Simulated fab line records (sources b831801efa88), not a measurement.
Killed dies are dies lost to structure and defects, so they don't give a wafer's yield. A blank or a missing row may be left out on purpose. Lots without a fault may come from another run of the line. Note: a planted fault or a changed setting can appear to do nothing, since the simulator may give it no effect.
Which tool was responsible? -- flow sky130 -- 24 lots, 72 wafers sampled, at 5 steps of a route of 708

== WHAT EACH GAUGE READ, for each wafer ==
SKY_VT_ADJUST_HVTR_OVL_MEAS_08.
lot,measured,on,VT_ADJUST_HVTR_OVL (nm)
L074,day 9 07:45,overlay-02,-1.0 -2.3 -1.9
L075,day 10 06:37,overlay-01,-3.8 -2.6 -3.1
L076,day 10 06:51,overlay-01,-0.7 -0.4 -1.4
L077,day 10 11:30,overlay-01,-1.8 1.9 -2.0
L078,day 10 11:56,overlay-02,-0.7 -0.1 0.7
L079,day 10 18:12,overlay-02,0.4 0.6 1.9
L080,day 11 09:52,overlay-02,-1.2 -0.1 -0.9
L081,day 11 19:09,overlay-02,-0.8 0.8 0.5
L082,day 11 19:41,overlay-02,-3.0 -5.0 -2.2
L083,day 12 10:33,overlay-02,-0.6 -1.2 -0.4
L084,day 12 14:21,overlay-02,-1.4 -2.2 -0.9
L085,day 13 06:10,overlay-02,-3.8 -2.0 -3.1
L086,day 13 06:53,overlay-01,-2.2 -0.6 -0.9
L087,day 13 10:02,overlay-02,-3.0 -3.1 -3.2
L088,day 13 18:06,overlay-01,0.1 0.4 1.3
L089,day 13 23:38,overlay-02,-1.3 -1.1 -1.0
L090,day 14 15:02,overlay-02,-2.6 -1.1 -0.7
L091,day 14 19:57,overlay-01,-2.4 -1.4 -1.8
L092,day 14 22:17,overlay-01,1.6 0.4 -0.1
L093,day 15 20:00,overlay-02,-1.8 -3.4 -1.5
L095,day 15 20:23,overlay-01,-0.5 -2.3 -1.1
L094,day 16 07:09,overlay-01,0.1 -2.6 -1.9
L096,day 16 16:50,overlay-02,-0.2 -1.2 0.0
L097,day 16 18:41,overlay-02,-2.2 0.0 -1.1

SKY_SD_N_OVL_MEAS_08.
lot,measured,on,SD_N_OVL (nm)
L074,day 27 16:00,overlay-02,-1.5 -0.6 -0.3
L075,day 28 20:08,overlay-02,-3.5 -1.5 -1.0
L076,day 28 17:14,overlay-01,2.0 -0.2 0.7
L077,day 29 00:57,overlay-02,-1.0 -1.3 -1.9
L078,day 29 01:44,overlay-02,1.8 -1.7 0.1
L079,day 29 17:02,overlay-01,-1.1 1.2 -2.6
L080,day 30 04:41,overlay-01,-1.7 0.0 0.4
L081,day 30 11:57,overlay-02,1.5 1.4 0.7
L082,day 30 17:48,overlay-02,-0.3 -1.5 -0.3
L083,day 31 06:30,overlay-02,0.5 -0.2 0.2
L084,day 31 12:20,overlay-01,0.2 2.0 -1.3
L085,day 32 02:11,overlay-02,-0.3 -1.3 -3.0
L086,day 32 09:48,overlay-02,1.4 2.4 1.0
L087,day 32 11:52,overlay-01,0.9 1.5 0.7
L088,day 32 19:16,overlay-02,-1.4 1.1 1.2
L089,day 32 22:36,overlay-01,-1.9 0.8 -1.4
L090,day 33 09:49,overlay-02,1.2 3.2 -0.3
L091,day 33 23:24,overlay-01,0.1 0.4 0.9
L092,day 33 18:54,overlay-02,-1.3 0.3 -1.8
L093,day 34 15:11,overlay-01,0.5 -0.7 -0.4
L095,day 34 16:03,overlay-01,-1.2 0.2 0.5
L094,day 35 01:26,overlay-01,-1.8 -3.2 -1.5
L096,day 35 07:48,overlay-02,1.2 -0.8 -0.6
L097,day 35 11:15,overlay-02,0.3 -0.9 -0.9

SKY_LOCAL_INTERCONNECT_CD_MEAS_11: the cd target is 170 nm.
lot,measured,on,cd-nm (nm)
L074,day 30 04:56,cd-sem-01,170.5 169.2 168.6
L075,day 31 06:55,cd-sem-01,172.5 171.5 172.1
L076,day 31 03:49,cd-sem-02,167.3 169.2 168.5
L077,day 31 10:56,cd-sem-01,169.1 168.9 168.0
L078,day 31 12:05,cd-sem-01,169.6 170.7 168.7
L079,day 32 03:38,cd-sem-01,167.4 168.8 168.1
L080,day 32 14:10,cd-sem-01,169.1 169.8 170.2
L081,day 32 21:14,cd-sem-02,170.8 169.8 170.6
L082,day 33 03:34,cd-sem-02,169.6 170.3 168.8
L083,day 33 16:19,cd-sem-01,171.6 171.0 172.5
L084,day 33 21:40,cd-sem-01,169.8 167.9 169.8
L085,day 34 09:49,cd-sem-01,165.8 164.7 166.1
L086,day 34 17:55,cd-sem-01,169.5 169.7 169.6
L087,day 34 20:01,cd-sem-01,171.6 170.1 170.1
L088,day 35 03:31,cd-sem-02,168.7 167.6 168.1
L089,day 35 06:35,cd-sem-02,167.9 169.6 169.3
L090,day 35 17:02,cd-sem-02,169.9 169.8 168.1
L091,day 36 07:26,cd-sem-01,170.0 169.9 169.5
L092,day 36 02:31,cd-sem-01,170.6 170.1 169.9
L093,day 36 23:19,cd-sem-01,171.8 168.9 169.6
L095,day 37 00:01,cd-sem-01,168.0 169.1 167.8
L094,day 37 10:35,cd-sem-02,171.6 170.9 169.9
L096,day 37 16:02,cd-sem-02,169.9 169.7 170.6
L097,day 37 19:51,cd-sem-01,170.6 170.8 170.9

SKY_METAL1_THK_MEAS_06: measures by xrf.
lot,measured,on,METAL1_ALCU_THK (nm)
L074,day 31 11:32,film-metro-04,254 254 253
L075,day 32 13:28,film-metro-01,249 253 251
L076,day 32 10:31,film-metro-04,250 249 245
L077,day 32 17:07,film-metro-02,247 249 247
L078,day 32 18:41,film-metro-02,247 246 248
L079,day 33 09:39,film-metro-02,253 256 253
L080,day 33 20:31,film-metro-01,246 242 248
L081,day 34 03:16,film-metro-02,249 245 247
L082,day 34 08:37,film-metro-04,250 249 254
L083,day 34 21:29,film-metro-04,249 250 250
L084,day 35 03:02,film-metro-01,251 250 249
L085,day 35 16:05,film-metro-04,249 254 251
L086,day 36 00:21,film-metro-04,248 250 250
L087,day 36 01:36,film-metro-01,248 256 251
L088,day 36 10:03,film-metro-02,255 252 253
L089,day 36 12:40,film-metro-04,250 248 250
L090,day 36 22:41,film-metro-02,250 250 247
L091,day 37 12:53,film-metro-01,252 250 250
L092,day 37 07:39,film-metro-04,246 250 247
L093,day 38 04:02,film-metro-02,248 247 246
L095,day 38 05:03,film-metro-01,244 243 245
L094,day 38 14:44,film-metro-01,249 244 246
L096,day 38 20:31,film-metro-01,250 249 247
L097,day 39 00:33,film-metro-02,256 248 252

== EACH LOT AND THE TOOL THAT RAN IT (in order: tool; ch and the chambers of the sampled wafers; start) ==
lot,SKY_LDD_LDN_STRIP_12
L074,"plasma-asher-02 ch 0,1, day 22 11:47"
L075,"plasma-asher-01 ch 0,1, day 23 20:38"
L076,"plasma-asher-04 ch 0,1, day 23 18:58"
L077,"plasma-asher-04 ch 0,1, day 24 02:52"
L078,"plasma-asher-01 ch 0,1, day 24 02:59"
L079,"plasma-asher-02 ch 0,1, day 24 19:40"
L080,"plasma-asher-04 ch 0,1, day 25 07:44"
L081,"plasma-asher-02 ch 0,1, day 25 16:19"
L082,"plasma-asher-01 ch 0,1, day 25 21:43"
L083,"plasma-asher-04 ch 0, day 26 11:22"
L084,"plasma-asher-04 ch 0,1, day 26 16:22"
L085,"plasma-asher-04 ch 0,1, day 27 08:04"
L086,"plasma-asher-04 ch 0,1, day 27 14:02"
L087,"plasma-asher-04 ch 0,1, day 27 16:13"
L088,"plasma-asher-01 ch 0,1, day 28 01:53"
L089,"plasma-asher-02 ch 0,1, day 28 03:20"
L090,"plasma-asher-02 ch 0,1, day 28 18:50"
L091,"plasma-asher-01 ch 0,1, day 29 06:37"
L092,"plasma-asher-02 ch 0,1, day 29 04:19"
L093,"plasma-asher-01 ch 0,1, day 30 02:19"
L095,"plasma-asher-02 ch 0,1, day 30 02:47"
L094,"plasma-asher-04 ch 0,1, day 30 11:31"
L096,"plasma-asher-01 ch 0,1, day 30 19:56"
L097,"plasma-asher-04 ch 0,1, day 30 22:10"
- SKY_LDD_LDN_STRIP_12: strips in O2/N2.

== AS READ BY THE TOOLS THEMSELVES (means over the sampled wafers that have a number; for cases with no such wafer, the mark the record gives instead) ==
SKY_LDD_LDN_STRIP_12.
lot,tool,drypump-motor-current-A (A),oes-product-au (a.u.),strip-time-to-endpoint-s (s)
L074,plasma-asher-02,5.7,0.715,14.26
L075,plasma-asher-01,6.0,0.712,14.22
L076,plasma-asher-04,5.6,0.717,14.13
L077,plasma-asher-04,5.6,0.710,14.20
L078,plasma-asher-01,6.0,0.712,14.15
L079,plasma-asher-02,5.5,0.719,14.14
L080,plasma-asher-04,5.5,0.716,14.19
L081,plasma-asher-02,5.7,0.714,14.25
L082,plasma-asher-01,6.0,0.716,14.19
L083,plasma-asher-04,5.8,0.716,14.19
L084,plasma-asher-04,5.3,0.718,14.20
L085,plasma-asher-04,5.5,0.719,14.22
L086,plasma-asher-04,5.3,0.715,14.21
L087,plasma-asher-04,5.6,0.711,14.17
L088,plasma-asher-01,6.0,0.717,14.22
L089,plasma-asher-02,5.5,0.711,14.20
L090,plasma-asher-02,5.5,0.719,14.24
L091,plasma-asher-01,5.6,0.718,14.20
L092,plasma-asher-02,5.7,0.714,14.16
L093,plasma-asher-01,6.0,0.718,14.26
L095,plasma-asher-02,5.5,0.712,14.19
L094,plasma-asher-04,5.5,0.713,14.16
L096,plasma-asher-01,5.6,0.709,14.23
L097,plasma-asher-04,5.3,0.716,14.21

== THE ANSWER, worked out from the rows above alone ==
Rule: what is usual is taken from the lots themselves. Put in order of their means at a reading, lots are off if they are a third of the lots or fewer, leave a main group of 4 or more, and stand apart from it by a gap of 3 or more times the standard deviation of the main group's means; of several such gaps the widest counts. If all means in a main group match to the digits the tables above print for the reading, that group is not used. Also off: a lot with no number at a reading for which 4 or more lots have one. Any other lot the step has rows for is counted as sound. The gauges are gone through in route order, then the tools' own readings, and for those a lot's mean is taken as printed above. The first step at which some lot is off is used, and at that step the reading that is off furthest; a lot without a number counts as furthest.
Nothing can be told from this: no lot is off at any reading shown.

== WHAT THE SIMULATOR HAD INSERTED ==
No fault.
